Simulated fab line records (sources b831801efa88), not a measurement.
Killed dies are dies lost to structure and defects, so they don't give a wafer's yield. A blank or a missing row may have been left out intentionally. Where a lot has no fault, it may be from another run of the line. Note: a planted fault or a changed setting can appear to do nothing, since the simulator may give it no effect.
fab line records -- flow sky130
record: lots: 13, wafers: 39, last-day: 50
route steps=708 shown DNWELL@44 VT_ADJUST_LVTN@106 GATE_OXIDE@197 POLY_GATE@228
lots with no fault: from the same line, run without faults
start-h: start of the lot's first displayed wafer, in hours after the record's first day -- wait-h: time in hours since the lot's previous step -- " same as the row above -- L1.1+2: a single row standing in for several wafers -- - no value, or no start given -- * or withheld: withheld -- < > ~ a bound
route shown NAME@n: names a module that has steps shown in the file, with the first one's number in the route -- usual: mean/standard deviation taken from wafers without a fault -- same: alike in all rows -- chamber/n: place in a boat -- sites: readings site by site -- _std_site: the standard deviation of these -- _edge_site: the outer-site mean with the inner-site mean subtracted -- radius-mm: how far each site lies from the wafer's centre -- mask NAME#n: copy n -- behind: the tool/chamber that last shaped the wafer -- hold: the reason the lot was held/the length of the hold in hours/how it ended -- device: which transistor (n, p or np) failed to switch -- end of line: the route-end tests of the same wafers -- a step without rows: its recipe alone -- killed: dies lost to structure and defects at the first sort, not the wafer's yield -- map: shows each die of a wafer: x if killed, . if not, _ if none is there
set.NAME: the setting as run; set.NAME@STEP: as run at that earlier step -- model.NAME: the simulator's own value behind a step, which no gauge read
steps of the route over a sample of lots; a table a step, a row a wafer
services: when a tool's chamber went out of use (start-h, in hours from the record's first day, below 0 if earlier), for how many hours, and the reason
== steps ==
step: SKY_DNWELL_TW_MEAS_09
usual: DNWELL_TW: 1120/6.2
lot.wafer,tool,chamber,start-h,wait-h,DNWELL_TW
L524.2,film-metro-02,-,53.97,0.1,1125
L524.5,film-metro-02,-,53.97,0.1,1124
L524.6,film-metro-02,-,53.97,0.1,1126
L525.1,film-metro-02,-,59.41,0.1,1115
L525.3,film-metro-02,-,59.41,0.1,1120
L525.4,film-metro-02,-,59.41,0.1,1120
L526.3,film-metro-04,-,62.73,0.1,1130
L526.4,film-metro-04,-,62.73,0.1,1129
L526.5,film-metro-04,-,62.73,0.1,1128
L527.4,film-metro-02,-,66.68,0.1,1120
L527.5,film-metro-02,-,66.68,0.1,1113
L527.6,film-metro-02,-,66.68,0.1,1111
L534.1,film-metro-03,-,107.86,0.1,1118
L534.5,film-metro-03,-,107.86,0.1,1116
L534.6,film-metro-03,-,107.86,0.1,1118
L538.1,film-metro-03,-,129.70,0.1,1120
L538.3,film-metro-03,-,129.70,0.1,1118
L538.5,film-metro-03,-,129.70,0.1,1111
L539.3,film-metro-04,-,134.38,0.1,1118
L539.5,film-metro-04,-,134.38,0.1,1108
L539.6,film-metro-04,-,134.38,0.1,1111
L540.3,film-metro-04,-,140.68,0.1,1119
L540.4,film-metro-04,-,140.68,0.1,1116
L540.6,film-metro-04,-,140.68,0.1,1117
L542.1,film-metro-03,-,149.66,0.1,1121
L542.5,film-metro-03,-,149.66,0.1,1117
L542.6,film-metro-03,-,149.66,0.1,1130
L543.2,film-metro-03,-,154.81,0.1,1130
L543.4,film-metro-03,-,154.81,0.1,1124
L543.6,film-metro-03,-,154.81,0.1,1127
L545.2,film-metro-04,-,165.22,0.1,1117
L545.4,film-metro-04,-,165.22,0.1,1115
L545.6,film-metro-04,-,165.22,0.1,1114
L546.1,film-metro-03,-,170.31,0.1,1115
L546.3,film-metro-03,-,170.31,0.1,1113
L546.4,film-metro-03,-,170.31,0.1,1110
L547.1,film-metro-03,-,175.70,0.1,1124
L547.3,film-metro-03,-,175.70,0.1,1133
L547.5,film-metro-03,-,175.70,0.1,1119
step: SKY_VT_ADJUST_LVTN_STRIP_09
recipe: chemistry: O2/N2, power-w: 1400, pressure-mtorr: 1500, platen-temp-c: withheld, o2-flow-sccm: 3000, n2-flow-sccm: 300, overash-fraction: 0.5
usual: drypump-motor-current-A: 5.6/0.4, oes-product-au: 0.722/0.0041, strip-time-to-endpoint-s: 36.89/0.11
lot.wafer,tool,chamber,start-h,wait-h,drypump-motor-current-A,oes-product-au,rf-hours-counter-h,strip-time-to-endpoint-s
L524.2,plasma-asher-01,1,141.55,0.1,5.5,0.727,45,36.83
L524.5,plasma-asher-01,1,141.55,0.1,5.5,0.722,-,36.79
L524.6,plasma-asher-01,0,141.55,0.1,5.2,0.716,-,36.87
L525.1,plasma-asher-03,0,148.44,0.1,6.4,0.718,46,37.04
L525.3,plasma-asher-03,1,148.44,0.1,5.4,0.721,-,37.01
L525.4,plasma-asher-03,0,148.44,0.1,6.4,0.719,-,36.98
L526.3,plasma-asher-04,0,153.08,0.1,5.6,0.712,-,36.73
L526.4,plasma-asher-04,1,153.08,0.1,5.9,0.723,-,36.80
L526.5,plasma-asher-04,0,153.08,0.1,5.6,0.722,-,36.73
L527.4,plasma-asher-01,0,157.33,0.1,5.2,0.721,-,36.94
L527.5,plasma-asher-01,1,157.33,0.1,5.4,0.724,-,36.85
L527.6,plasma-asher-01,0,157.33,0.1,5.2,0.715,-,36.89
L534.1,plasma-asher-03,1,210.24,0.1,5.4,0.954,52,-
L534.5,plasma-asher-03,1,210.24,0.1,5.4,0.953,-,-
L534.6,plasma-asher-03,0,210.24,0.1,6.5,0.961,-,-
L538.1,plasma-asher-01,0,236.39,0.1,5.2,0.722,54,36.97
L538.3,plasma-asher-01,1,236.39,0.1,5.5,0.725,-,36.97
L538.5,plasma-asher-01,0,236.39,0.1,5.2,0.728,-,36.99
L539.3,plasma-asher-01,0,242.08,0.1,5.2,0.731,-,36.88
L539.5,plasma-asher-01,1,242.08,0.1,5.4,0.720,-,36.86
L539.6,plasma-asher-01,0,242.08,0.1,5.2,0.724,-,36.91
L540.3,plasma-asher-04,1,249.93,0.1,5.8,0.714,-,37.02
L540.4,plasma-asher-04,0,249.93,0.1,5.6,0.722,-,36.94
L540.6,plasma-asher-04,0,249.93,0.1,5.6,0.726,-,37.05
L542.1,plasma-asher-01,1,258.89,0.1,5.4,0.714,56,36.75
L542.5,plasma-asher-01,0,258.89,0.1,5.2,0.723,-,36.77
L542.6,plasma-asher-01,1,258.89,0.1,5.4,0.723,-,36.86
L543.2,plasma-asher-04,0,264.89,0.1,5.6,0.725,14,36.80
L543.4,plasma-asher-04,1,264.89,0.1,5.8,0.719,-,36.83
L543.6,plasma-asher-04,0,264.89,0.1,5.6,0.723,-,36.89
L545.2,plasma-asher-03,0,276.20,0.1,6.4,0.719,58,37.06
L545.4,plasma-asher-03,0,276.20,0.1,6.4,0.725,-,36.99
L545.6,plasma-asher-03,0,276.20,0.1,6.4,0.732,-,36.98
L546.1,plasma-asher-01,1,284.20,0.1,5.4,0.718,59,36.88
L546.3,plasma-asher-01,0,284.20,0.1,5.2,0.722,-,36.76
L546.4,plasma-asher-01,1,284.20,0.1,5.4,0.713,-,36.96
L547.1,plasma-asher-01,1,292.59,0.1,5.5,0.720,59,36.85
L547.3,plasma-asher-01,0,292.59,0.1,5.2,0.725,-,36.81
L547.5,plasma-asher-01,0,292.59,0.1,5.2,0.724,-,36.88
step: SKY_VT_ADJUST_LVTN_STRIP_20
recipe: chemistry: O2/N2, power-w: 1400, pressure-mtorr: 1500, platen-temp-c: withheld, o2-flow-sccm: 3000, n2-flow-sccm: 300, overash-fraction: 0.5
usual: drypump-motor-current-A: 5.7/0.42, oes-product-au: 0.716/0.0047, strip-time-to-endpoint-s: 14.20/0.04
lot.wafer,tool,chamber,start-h,wait-h,drypump-motor-current-A,oes-product-au,rf-hours-counter-h,strip-time-to-endpoint-s
L524.2,plasma-asher-03,0,161.85,0.1,6.5,0.721,47,14.21
L524.5,plasma-asher-03,1,161.85,0.1,5.4,0.724,-,14.16
L524.6,plasma-asher-03,0,161.85,0.1,6.4,0.720,-,14.18
L525.1,plasma-asher-04,0,168.54,0.1,5.7,0.720,5,14.14
L525.3,plasma-asher-04,1,168.54,0.1,5.8,0.720,-,14.20
L525.4,plasma-asher-04,0,168.54,0.1,5.6,0.711,-,14.16
L526.3,plasma-asher-04,0,173.13,0.1,5.7,0.721,-,14.16
L526.4,plasma-asher-04,1,173.13,0.1,5.8,0.718,-,14.15
L526.5,plasma-asher-04,0,173.13,0.1,5.7,0.711,-,14.15
L527.4,plasma-asher-04,0,177.53,0.1,5.6,0.712,-,14.21
L527.5,plasma-asher-04,0,177.53,0.1,5.6,0.723,-,14.24
L527.6,plasma-asher-04,1,177.53,0.1,5.8,0.709,-,14.21
L534.1,plasma-asher-03,0,231.99,0.1,6.4,0.716,54,28.11
L534.5,plasma-asher-03,0,231.99,0.1,6.4,0.713,-,28.01
L534.6,plasma-asher-03,1,231.99,0.1,5.4,0.726,-,28.05
L538.1,plasma-asher-04,0,260.49,0.1,5.7,0.720,14,14.19
L538.3,plasma-asher-04,1,260.49,0.1,5.8,0.714,-,14.17
L538.5,plasma-asher-04,1,260.49,0.1,5.8,0.720,-,14.16
L539.3,plasma-asher-01,0,265.93,0.1,5.2,0.716,-,14.23
L539.5,plasma-asher-01,1,265.93,0.1,5.5,0.711,-,14.29
L539.6,plasma-asher-01,0,265.93,0.1,5.2,0.713,-,14.26
L540.3,plasma-asher-03,0,274.82,0.1,6.4,0.718,-,14.19
L540.4,plasma-asher-03,1,274.82,0.1,5.4,0.722,-,14.16
L540.6,plasma-asher-03,0,274.82,0.1,6.5,0.717,-,14.20
L542.1,plasma-asher-04,1,283.85,0.1,5.8,0.719,16,14.25
L542.5,plasma-asher-04,1,283.85,0.1,5.9,0.707,-,14.23
L542.6,plasma-asher-04,0,283.85,0.1,5.6,0.713,-,14.22
L543.2,plasma-asher-04,1,290.15,0.1,5.9,0.710,17,14.20
L543.4,plasma-asher-04,1,290.15,0.1,5.8,0.720,-,14.20
L543.6,plasma-asher-04,1,290.15,0.1,5.8,0.714,-,14.21
L545.2,plasma-asher-03,1,302.20,0.1,5.4,0.718,61,14.21
L545.4,plasma-asher-03,0,302.20,0.1,6.4,0.717,-,14.25
L545.6,plasma-asher-03,1,302.20,0.1,5.4,0.707,-,14.19
L546.1,plasma-asher-03,0,309.74,0.1,6.4,0.712,62,14.22
L546.3,plasma-asher-03,0,309.74,0.1,6.4,0.725,-,14.24
L546.4,plasma-asher-03,1,309.74,0.1,5.4,0.721,-,14.24
L547.1,plasma-asher-01,1,317.79,0.1,5.5,0.719,62,14.17
L547.3,plasma-asher-01,0,317.79,0.1,5.2,0.720,-,14.23
L547.5,plasma-asher-01,1,317.79,0.1,5.5,0.710,-,14.21
step: SKY_VT_ADJUST_LVTN_TW_MEAS_21
usual: VT_ADJUST_LVTN_2_TW: 189.7/1.2
lot.wafer,tool,chamber,start-h,wait-h,VT_ADJUST_LVTN_2_TW
L524.2,film-metro-03,-,161.96,0.1,189.7
L524.5,film-metro-03,-,161.96,0.1,188.4
L524.6,film-metro-03,-,161.96,0.1,189.5
L525.1,film-metro-03,-,168.64,0.1,189.4
L525.3,film-metro-03,-,168.64,0.1,189.1
L525.4,film-metro-03,-,168.64,0.1,189.5
L526.3,film-metro-01,-,173.21,0.1,188.4
L526.4,film-metro-01,-,173.21,0.1,188.4
L526.5,film-metro-01,-,173.21,0.1,188.3
L527.4,film-metro-04,-,177.62,0.1,188.2
L527.5,film-metro-04,-,177.62,0.1,188.2
L527.6,film-metro-04,-,177.62,0.1,187.8
L534.1,film-metro-03,-,232.09,0.1,30.5
L534.5,film-metro-03,-,232.09,0.1,30.5
L534.6,film-metro-03,-,232.09,0.1,30.4
L538.1,film-metro-03,-,260.59,0.1,190.5
L538.3,film-metro-03,-,260.59,0.1,190.3
L538.5,film-metro-03,-,260.59,0.1,190.5
L539.3,film-metro-04,-,266.01,0.1,188.5
L539.5,film-metro-04,-,266.01,0.1,187.9
L539.6,film-metro-04,-,266.01,0.1,189.3
L540.3,film-metro-04,-,274.91,0.1,188.1
L540.4,film-metro-04,-,274.91,0.1,188.6
L540.6,film-metro-04,-,274.91,0.1,188.0
L542.1,film-metro-03,-,283.95,0.1,191.3
L542.5,film-metro-03,-,283.95,0.1,190.6
L542.6,film-metro-03,-,283.95,0.1,191.2
L543.2,film-metro-03,-,290.26,0.1,190.6
L543.4,film-metro-03,-,290.26,0.1,191.4
L543.6,film-metro-03,-,290.26,0.1,190.4
L545.2,film-metro-04,-,302.31,0.1,189.2
L545.4,film-metro-04,-,302.31,0.1,189.7
L545.6,film-metro-04,-,302.31,0.1,190.4
L546.1,film-metro-03,-,309.84,0.1,191.6
L546.3,film-metro-03,-,309.84,0.1,190.8
L546.4,film-metro-03,-,309.84,0.1,190.5
L547.1,film-metro-03,-,317.89,0.1,189.6
L547.3,film-metro-03,-,317.89,0.1,191.0
L547.5,film-metro-03,-,317.89,0.1,191.0
step: SKY_GATE_OXIDE_OVL_MEAS_10
usual: GATE_OXIDE_OVL: -0.3/1.2
lot.wafer,tool,chamber,start-h,wait-h,GATE_OXIDE_OVL[nm]
L524.2,overlay-02,-,307.33,0.1,0.0
L524.5,overlay-02,-,307.33,0.1,-0.6
L524.6,overlay-02,-,307.33,0.1,2.1
L525.1,overlay-01,-,318.26,0.1,-0.8
L525.3,overlay-01,-,318.26,0.1,-0.3
L525.4,overlay-01,-,318.26,0.1,1.1
L526.3,overlay-01,-,322.67,0.1,-2.2
L526.4,overlay-01,-,322.67,0.1,0.3
L526.5,overlay-01,-,322.67,0.1,0.3
L527.4,overlay-01,-,327.77,0.1,-0.1
L527.5,overlay-01,-,327.77,0.1,0.8
L527.6,overlay-01,-,327.77,0.1,1.1
L534.1,overlay-02,-,394.97,0.1,1.3
L534.5,overlay-02,-,394.97,0.1,1.5
L534.6,overlay-02,-,394.97,0.1,1.7
L538.1,overlay-01,-,432.56,0.1,0.1
L538.3,overlay-01,-,432.56,0.1,-1.9
L538.5,overlay-01,-,432.56,0.1,-0.9
L540.3,overlay-02,-,455.77,0.1,0.7
L540.4,overlay-02,-,455.77,0.1,1.9
L540.6,overlay-02,-,455.77,0.1,0.2
L539.3,overlay-01,-,456.48,0.1,-1.8
L539.5,overlay-01,-,456.48,0.1,-1.0
L539.6,overlay-01,-,456.48,0.1,-1.5
L542.1,overlay-02,-,460.31,0.1,1.0
L542.5,overlay-02,-,460.31,0.1,1.3
L542.6,overlay-02,-,460.31,0.1,0.5
L543.2,overlay-02,-,468.21,0.1,-1.4
L543.4,overlay-02,-,468.21,0.1,-0.4
L543.6,overlay-02,-,468.21,0.1,-1.1
L545.2,overlay-02,-,481.96,0.1,-0.4
L545.4,overlay-02,-,481.96,0.1,-1.5
L545.6,overlay-02,-,481.96,0.1,-2.8
L546.1,overlay-02,-,500.67,0.1,-2.3
L546.3,overlay-02,-,500.67,0.1,-0.6
L546.4,overlay-02,-,500.67,0.1,-2.8
L547.1,overlay-02,-,500.97,0.1,-0.7
L547.3,overlay-02,-,500.97,0.1,-0.1
L547.5,overlay-02,-,500.97,0.1,-0.6
step: SKY_POLY_GATE_OVL_MEAS_14
usual: POLY_GATE_OVL: -2/6
lot.wafer,tool,chamber,start-h,wait-h,POLY_GATE_OVL[nm]
L524.2,overlay-01,-,368.03,0.1,-2
L524.5,overlay-01,-,368.03,0.1,-1
L524.6,overlay-01,-,368.03,0.1,4
L525.1,overlay-02,-,379.73,0.1,9
L525.3,overlay-02,-,379.73,0.1,2
L525.4,overlay-02,-,379.73,0.1,-2
L526.3,overlay-02,-,385.74,0.1,-4
L526.4,overlay-02,-,385.74,0.1,3
L526.5,overlay-02,-,385.74,0.1,-7
L527.4,overlay-01,-,389.79,0.1,5
L527.5,overlay-01,-,389.79,0.1,-6
L527.6,overlay-01,-,389.79,0.1,-7
L534.1,overlay-02,-,463.58,0.1,-8
L534.5,overlay-02,-,463.58,0.1,-18
L534.6,overlay-02,-,463.58,0.1,-9
L538.1,overlay-01,-,500.13,0.1,1
L538.3,overlay-01,-,500.13,0.1,-4
L538.5,overlay-01,-,500.13,0.1,-3
L540.3,overlay-02,-,521.59,0.1,-3
L540.4,overlay-02,-,521.59,0.1,-2
L540.6,overlay-02,-,521.59,0.1,3
L539.3,overlay-01,-,524.14,0.1,-13
L539.5,overlay-01,-,524.14,0.1,-6
L539.6,overlay-01,-,524.14,0.1,-2
L542.1,overlay-01,-,527.97,0.1,3
L542.5,overlay-01,-,527.97,0.1,-2
L542.6,overlay-01,-,527.97,0.1,3
L543.2,overlay-02,-,536.53,0.1,-2
L543.4,overlay-02,-,536.53,0.1,0
L543.6,overlay-02,-,536.53,0.1,-8
L545.2,overlay-02,-,548.28,0.1,-2
L545.4,overlay-02,-,548.28,0.1,-6
L545.6,overlay-02,-,548.28,0.1,-8
L546.1,overlay-02,-,567.37,0.1,-3
L546.3,overlay-02,-,567.37,0.1,-8
L546.4,overlay-02,-,567.37,0.1,3
L547.1,overlay-01,-,569.62,0.1,-5
L547.3,overlay-01,-,569.62,0.1,0
L547.5,overlay-01,-,569.62,0.1,-12
== services ==
tool,chamber,start-h,hours,kind
plasma-asher-04,0,117.75,-,clean
plasma-asher-04,1,117.75,-,clean
plasma-asher-01,-,135.99,4.5,repair
== key ==
first-sign: step: SKY_VT_ADJUST_LVTN_STRIP_09, reading: oes-product-au, direction: up, sigmas: 56, usual: 0.722, struck: 0.956
effect: step: SKY_VT_ADJUST_LVTN_STRIP_20, reading: strip-time-to-endpoint-s, direction: up, sigmas: 99+, usual: *, struck: *
effect: step: SKY_VT_ADJUST_LVTN_TW_MEAS_21, reading: VT_ADJUST_LVTN_2_TW, direction: down, sigmas: 99+, usual: 189.7, struck: 30.5
met-at SKY_VT_ADJUST_LVTN_STRIP_09
struck-lots L534
sort-left-out L534.1,L534.5,L534.6
tester-left-out L534
not-acting-at SKY_DNWELL_TW_MEAS_09,SKY_GATE_OXIDE_OVL_MEAS_10,SKY_POLY_GATE_OVL_MEAS_14
onset-between 148.44 210.24
fault: kind: strip-aborted, tool: plasma-asher-03, chamber: -, onset-h: 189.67, steps: SKY_VT_ADJUST_LVTN_STRIP_09, offset: 0.58138, end-h: 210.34
tester-left-out: of these lots the tester's yield and bins aren't shown, on N5 and GAA mostly nor the transistor test; their killed dies are dies lost to structure and defects alone, not to doping, threshold or leakage, so they don't give the yield
sort-left-out: the simulated sort isn't trusted on such a fault, so these wafers' sort isn't shown, and their yield isn't known
